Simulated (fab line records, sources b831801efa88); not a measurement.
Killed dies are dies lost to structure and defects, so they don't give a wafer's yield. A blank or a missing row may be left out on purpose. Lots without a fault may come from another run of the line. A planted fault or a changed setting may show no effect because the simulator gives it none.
Which tool did it? | flow gf180mcu | 15 lots, 45 wafers sampled, at 4 steps of a route of 602

WHAT THE GAUGES READ, wafer by wafer
GF_V1_CD_MEAS_14: target cd 260 nm. Usual: cd_nm 259.8 nm, standard deviation 1.1.
lot  | measured     | on        | cd_nm (nm)        | flag
L101 | day 17 10:10 | cd_sem-02 | 259.0 258.4 259.5 |
L104 | day 18 21:28 | cd_sem-01 | 260.1 261.6 260.9 |
L103 | day 18 22:44 | cd_sem-02 | 259.4 259.4 259.4 |
L105 | day 19 09:41 | cd_sem-01 | 257.9 257.7 258.6 |
L107 | day 19 22:28 | cd_sem-01 | 259.0 257.7 258.2 |
L108 | day 20 16:11 | cd_sem-01 | 261.2 262.3 261.1 |
L109 | day 20 20:56 | cd_sem-02 | 258.4 258.5 259.2 |
L110 | day 20 21:53 | cd_sem-01 | 260.8 260.9 260.9 |
L113 | day 21 20:41 | cd_sem-01 | 259.9 258.3 258.2 |
L114 | day 22 17:26 | cd_sem-01 | 259.8 259.1 257.8 |
L116 | day 23 05:25 | cd_sem-02 | 259.5 259.7 259.1 |
L120 | day 24 12:20 | cd_sem-01 | 259.3 260.4 259.6 |
L121 | day 25 03:36 | cd_sem-02 | - - -             | OFF
L123 | day 25 08:34 | cd_sem-02 | - - -             | OFF
L124 | day 25 20:29 | cd_sem-02 | - - -             | OFF

WHICH TOOL RAN EACH LOT (tool, then ch and the chambers of the sampled wafers, then the start)
lot  | GF_CONTACT_CMP_27             | GF_M1_SPUTTER_00             | GF_V1_PEB_12
L101 | cmp-02 ch 0,1,3, day 15 11:40 | pvd_sputter-03, day 15 11:58 | litho_track-04 ch 0, day 17 09:49
L104 | cmp-01 ch 0,2,3, day 16 20:38 | pvd_sputter-04, day 16 20:56 | litho_track-01 ch 0, day 18 21:07
L103 | cmp-01 ch 1,2,3, day 16 22:22 | pvd_sputter-01, day 16 22:31 | litho_track-04 ch 0, day 18 22:24
L105 | cmp-02 ch 0,3, day 17 08:08   | pvd_sputter-03, day 17 08:26 | litho_track-04 ch 0, day 19 09:21
L107 | cmp-01 ch 0,2,3, day 17 21:10 | pvd_sputter-01, day 17 21:22 | litho_track-01 ch 0, day 19 22:07
L108 | cmp-02 ch 2,3, day 18 16:49   | pvd_sputter-01, day 18 17:04 | litho_track-02 ch 0, day 20 15:50
L109 | cmp-01 ch 0,1,3, day 18 20:19 | pvd_sputter-03, day 18 20:37 | litho_track-01 ch 0, day 20 20:35
L110 | cmp-02 ch 0,1,2, day 18 21:06 | pvd_sputter-01, day 18 21:21 | litho_track-01 ch 0, day 20 21:32
L113 | cmp-02 ch 0,3, day 19 20:28   | pvd_sputter-03, day 19 20:46 | litho_track-01 ch 0, day 21 20:20
L114 | cmp-02 ch 0,1, day 20 14:15   | pvd_sputter-01, day 20 14:33 | litho_track-01 ch 0, day 22 17:05
L116 | cmp-02 ch 1,2,3, day 21 03:16 | pvd_sputter-04, day 21 03:34 | litho_track-04 ch 0, day 23 05:04
L120 | cmp-02 ch 0,1,3, day 22 13:20 | pvd_sputter-04, day 22 13:32 | litho_track-01 ch 0, day 24 11:59
L121 | cmp-01 ch 0,2, day 23 03:03   | pvd_sputter-03, day 23 03:21 | litho_track-02, day 25 03:15
L123 | cmp-02 ch 0,2,3, day 23 08:41 | pvd_sputter-04, day 23 08:59 | litho_track-04, day 25 08:13
L124 | cmp-01 ch 1,3, day 23 22:13   | pvd_sputter-03, day 23 22:28 | litho_track-04, day 25 20:09
- GF_CONTACT_CMP_27: polishes, stops on SiO2, t overpolish 15 s, target thk 0 nm.
- GF_M1_SPUTTER_00: material Ti, target thk 37.5 nm, time 150 s.
- GF_V1_PEB_12: peb time 90 s.

WHAT THE TOOLS THEMSELVES READ (means of the sampled wafers that have a number; where no wafer has one, the mark that the record gives instead)
GF_CONTACT_CMP_27. Usual: motor_current_A 11.4 A, standard deviation 0.58; overpolish_run_s 14.999 s, standard deviation 0.009; retaining_ring_pressure_frac 1.000, standard deviation 0.0049; time_to_endpoint_s 70.1 s, standard deviation 2.2.
lot  | tool   | motor_current_A (A) | overpolish_run_s (s) | retaining_ring_pressure_frac | time_to_endpoint_s (s) | flag
L101 | cmp-02 | 11.9                | 15.003               | 1.000                        | 70.7                   |
L104 | cmp-01 | 11.1                | 15.006               | 0.999                        | 70.5                   |
L103 | cmp-01 | 11.1                | 14.989               | 1.001                        | 70.0                   |
L105 | cmp-02 | 12.1                | 15.006               | 1.002                        | 68.0                   |
L107 | cmp-01 | 11.0                | 15.000               | 1.000                        | 69.5                   |
L108 | cmp-02 | 11.3                | 15.000               | 1.001                        | 69.9                   |
L109 | cmp-01 | 10.9                | 14.997               | 1.002                        | 69.7                   |
L110 | cmp-02 | 11.6                | 14.997               | 1.001                        | 72.8                   |
L113 | cmp-02 | 11.8                | 14.996               | 0.999                        | 68.1                   |
L114 | cmp-02 | 11.7                | 14.995               | 1.001                        | 69.7                   |
L116 | cmp-02 | 11.4                | 14.997               | 0.996                        | 70.2                   |
L120 | cmp-02 | 11.4                | 14.985               | 1.001                        | 70.1                   |
L121 | cmp-01 | 11.4                | 14.992               | 0.997                        | 71.8                   |
L123 | cmp-02 | 12.0                | 14.999               | 1.000                        | 71.7                   |
L124 | cmp-01 | 11.2                | 15.005               | 0.999                        | 71.9                   |

GF_M1_SPUTTER_00. Usual: throttle_valve_pct 30.6 %, standard deviation 0.69.
lot  | tool           | throttle_valve_pct (%) | flag
L101 | pvd_sputter-03 | 30.4                   |
L104 | pvd_sputter-04 | 30.3                   |
L103 | pvd_sputter-01 | 30.5                   |
L105 | pvd_sputter-03 | 30.8                   |
L107 | pvd_sputter-01 | 30.5                   |
L108 | pvd_sputter-01 | 30.6                   |
L109 | pvd_sputter-03 | 30.5                   |
L110 | pvd_sputter-01 | 30.7                   |
L113 | pvd_sputter-03 | 30.9                   |
L114 | pvd_sputter-01 | 30.7                   |
L116 | pvd_sputter-04 | 30.0                   |
L120 | pvd_sputter-04 | 29.8                   |
L121 | pvd_sputter-03 | 30.6                   |
L123 | pvd_sputter-04 | 30.1                   |
L124 | pvd_sputter-03 | 30.7                   |

GF_V1_PEB_12. Usual: chill_plate_temp_C 22.98 C, standard deviation 0.1; exhaust_pa 45.1 Pa, standard deviation 0.8.
lot  | tool           | chill_plate_temp_C (C) | exhaust_pa (Pa) | flag
L101 | litho_track-04 | 22.99                  | 44.5            |
L104 | litho_track-01 | 22.95                  | 44.8            |
L103 | litho_track-04 | 23.00                  | 45.4            |
L105 | litho_track-04 | 22.96                  | 43.8            |
L107 | litho_track-01 | 22.94                  | 44.4            |
L108 | litho_track-02 | 23.02                  | 44.7            |
L109 | litho_track-01 | 23.05                  | 45.8            |
L110 | litho_track-01 | 22.94                  | 44.8            |
L113 | litho_track-01 | 23.03                  | 45.2            |
L114 | litho_track-01 | 23.00                  | 46.2            |
L116 | litho_track-04 | 23.08                  | 45.5            |
L120 | litho_track-01 | 22.94                  | 44.6            |
L121 | litho_track-02 | -                      | -               | OFF
L123 | litho_track-04 | -                      | -               | OFF
L124 | litho_track-04 | -                      | -               | OFF

THE ANSWER, worked out from the rows above alone
Rule: a lot is off if the mean of its wafers that have a number lies more than 3 standard deviations from the usual mean. A lot without any number at a reading at which 4 lots or more have one is off too. The other lots that the step has rows for count as sound. The gauges are gone through in route order, then the tools' own readings, and for those a lot's mean is taken as printed above. The first step at which some lot is off is used, and at that step the reading that is off furthest; a lot without a number counts as furthest.
Off: L121, L123, L124, at GF_V1_CD_MEAS_14 (cd_nm). Without a number there: L121, L123, L124.
A tool fits if, at a process step before that reading, it ran every lot that is off, and no sound lot after the first of them. The gauges at GF_V1_CD_MEAS_14 aren't tried: what is off there is off at GF_V1_PEB_12 too, on other tools, and a gauge's error can't cause that. None of those tried fits.

WHAT THE SIMULATOR HAD PUT IN
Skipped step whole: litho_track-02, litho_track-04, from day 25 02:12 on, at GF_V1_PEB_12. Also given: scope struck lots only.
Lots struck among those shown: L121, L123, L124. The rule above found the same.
